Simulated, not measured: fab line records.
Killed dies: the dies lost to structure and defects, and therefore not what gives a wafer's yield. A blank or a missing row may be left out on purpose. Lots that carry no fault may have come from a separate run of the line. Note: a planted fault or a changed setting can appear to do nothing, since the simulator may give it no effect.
Which of the tools did it? ; flow sky130 ; 39 wafers from 13 lots sampled at 4 of the route's 708 steps

WHAT EACH GAUGE READ, for each wafer
SKY_VT_ADJUST_PCH_OVL_MEAS_07.
lot;measured;on;VT_ADJUST_PCH_OVL (nm)
L989;day 10 10:30;overlay-01;1.2 1.0 2.4
L990;day 10 18:43;overlay-02;-0.3 2.1 0.5
L992;day 11 08:05;overlay-01;-0.7 -1.2 -2.3
L996;day 12 19:22;overlay-02;3.3 1.9 3.2
L998;day 13 06:59;overlay-01;-2.2 -2.8 -3.4
L999;day 13 19:30;overlay-02;1.9 -1.1 0.3
L100;day 13 23:32;overlay-02;1.3 -0.3 0.5
L101;day 14 04:47;overlay-02;1.0 -0.1 1.7
L102;day 14 11:39;overlay-01;-0.2 -2.0 0.1
L103;day 14 16:18;overlay-01;0.2 1.1 1.2
L110;day 16 23:06;overlay-01;0.0 -1.2 -0.7
L111;day 17 08:11;overlay-01;-2.1 -1.2 -0.6
L112;day 17 14:42;overlay-01;-1.5 0.0 -1.8

SKY_RES_PROTECT_TW_MEAS_08.
lot;measured;on;POLY_GATE_TW
L989;day 15 00:03;film_metro-03;4092 4096 4064
L990;day 15 10:47;film_metro-03;4092 4119 4084
L992;day 16 04:38;film_metro-03;4082 4076 4076
L996;day 18 00:03;film_metro-04;3994 4012 4020
L998;day 18 08:28;film_metro-01;4188 4163 4166
L999;day 19 00:35;film_metro-01;4139 4142 4135
L100;day 19 05:32;film_metro-04;4002 3996 3995
L101;day 19 12:00;film_metro-03;4066 4057 4037
L102;day 19 19:57;film_metro-04;3978 3970 3968
L103;day 19 23:36;film_metro-03;4092 4061 4070
L110;day 22 11:21;film_metro-03;4058 4049 4069
L111;day 22 20:02;film_metro-04;3954 3940 3954
L112;day 23 00:51;film_metro-01;4124 4130 4109

SKY_POLY_GATE_CD_MEAS_13: target cd 150 nm.
lot;measured;on;cd_nm (nm)
L989;day 16 05:02;cd_sem-01;149.6 148.4 149.9
L990;day 16 16:06;cd_sem-01;148.6 148.5 147.9
L992;day 17 10:11;cd_sem-01;149.4 148.4 147.6
L996;day 19 09:07;cd_sem-02;149.3 150.8 148.6
L998;day 19 16:31;cd_sem-01;148.8 148.9 149.3
L999;day 20 10:37;cd_sem-02;147.2 148.7 149.1
L100;day 20 14:41;cd_sem-01;150.2 148.2 148.2
L101;day 20 20:41;cd_sem-01;152.4 152.3 151.7
L102;day 21 04:40;cd_sem-01;151.2 149.4 150.9
L103;day 21 07:53;cd_sem-01;149.4 149.8 149.8
L110;day 23 19:02;cd_sem-01;148.8 149.1 147.4
L111;day 24 03:02;cd_sem-02;153.1 153.3 153.3
L112;day 24 08:21;cd_sem-01;148.3 147.7 147.0

TOOL THAT RAN EACH LOT (tool first, then ch and the chambers of the sampled wafers, then the start)
lot;SKY_GATE_OXIDE_OXIDATION_16
L989;furnace-01 ch 0, day 13 18:49
L990;furnace-01 ch 0, day 14 04:58
L992;furnace-02 ch 0, day 14 22:01
L996;furnace-01 ch 0, day 16 10:44
L998;furnace-01 ch 0, day 17 00:48
L999;furnace-01 ch 0, day 17 16:22
L100;furnace-02 ch 0, day 17 20:47
L101;furnace-02 ch 0, day 18 02:29
L102;furnace-01 ch 0, day 18 10:25
L103;furnace-01 ch 0, day 18 13:44
L110;furnace-01 ch 0, day 21 01:34
L111;furnace-01 ch 0, day 21 10:45
L112;furnace-01 ch 0, day 21 16:25
- SKY_GATE_OXIDE_OXIDATION_16: stabilise 600 s, purge 300 s, target thk 3.57 nm.

AS READ BY THE TOOLS THEMSELVES (means over the sampled wafers that have a number; for cases with no such wafer, the mark the record gives instead)
SKY_GATE_OXIDE_OXIDATION_16.
lot;tool;ramp_up_c_per_min;spike_tc_bottom_C (C);spike_tc_centre_C (C);spike_tc_lower_C (C);spike_tc_top_C (C);spike_tc_upper_C (C);tube_center_temp_C (C);tube_center_temp_C_max;zone_power_centre_pct (%)
L989;furnace-01;9.999;816;800.9;798.8;816.6;801.3;800.02;802.0;14.8
L990;furnace-01;9.999;817;801.6;799.2;816.7;800.3;800.00;802.3;14.9
L992;furnace-02;9.998;822;802.6;801.4;813.0;801.1;799.95;802.0;19.1
L996;furnace-01;10.000;815;801.0;798.3;817.8;800.0;799.97;801.8;14.8
L998;furnace-01;9.999;815;800.6;798.4;816.7;799.7;799.94;801.8;14.9
L999;furnace-01;10.002;806;793.1;789.9;807.9;791.6;790.96;793.2;14.5
L100;furnace-02;10.000;822;802.2;800.8;812.2;801.1;800.01;802.4;19.1
L101;furnace-02;10.001;823;802.1;800.4;812.4;801.6;799.98;802.2;19.2
L102;furnace-01;10.001;808;792.5;789.2;808.8;792.5;790.96;792.8;14.4
L103;furnace-01;10.000;806;791.7;789.3;807.4;792.6;791.02;793.3;14.6
L110;furnace-01;10.000;816;801.1;798.0;818.0;801.4;800.04;802.1;14.8
L111;furnace-01;10.000;816;801.7;798.3;817.5;801.6;799.94;802.1;14.7
L112;furnace-01;9.999;815;801.5;798.5;818.0;801.3;799.97;802.3;14.8

THE ANSWER, worked out from the rows above alone
Rule: usual is defined by the lots themselves. Put in order of their means at a reading, lots are off if they are a third of the lots or fewer, leave a main group of 4 or more, and stand apart from it by a gap of 3 or more times the standard deviation of the main group's means; of several such gaps the widest counts. A main group is skipped when, at the precision printed for the reading in the tables above, its means are all equal. A lot without any number at a reading at which 4 lots or more have one is off too. Where the step has rows for the other lots, those lots are counted as sound. First the gauges in route order, then the tools' own readings, where a lot's mean is used as printed above. At the first step where some lot is off, the reading lying furthest off is the one used; lots without a number count as furthest.
Off: L999, L102, L103 (SKY_GATE_OXIDE_OXIDATION_16, tube_center_temp_C). The main group: mean 799.98 C, standard deviation 0.033.
If a tool, at that step or one of the process steps before it, ran each lot that is off and ran no sound lot following the first of them, it fits. None of those tried fits.

WHAT WAS PUT IN BY THE SIMULATOR
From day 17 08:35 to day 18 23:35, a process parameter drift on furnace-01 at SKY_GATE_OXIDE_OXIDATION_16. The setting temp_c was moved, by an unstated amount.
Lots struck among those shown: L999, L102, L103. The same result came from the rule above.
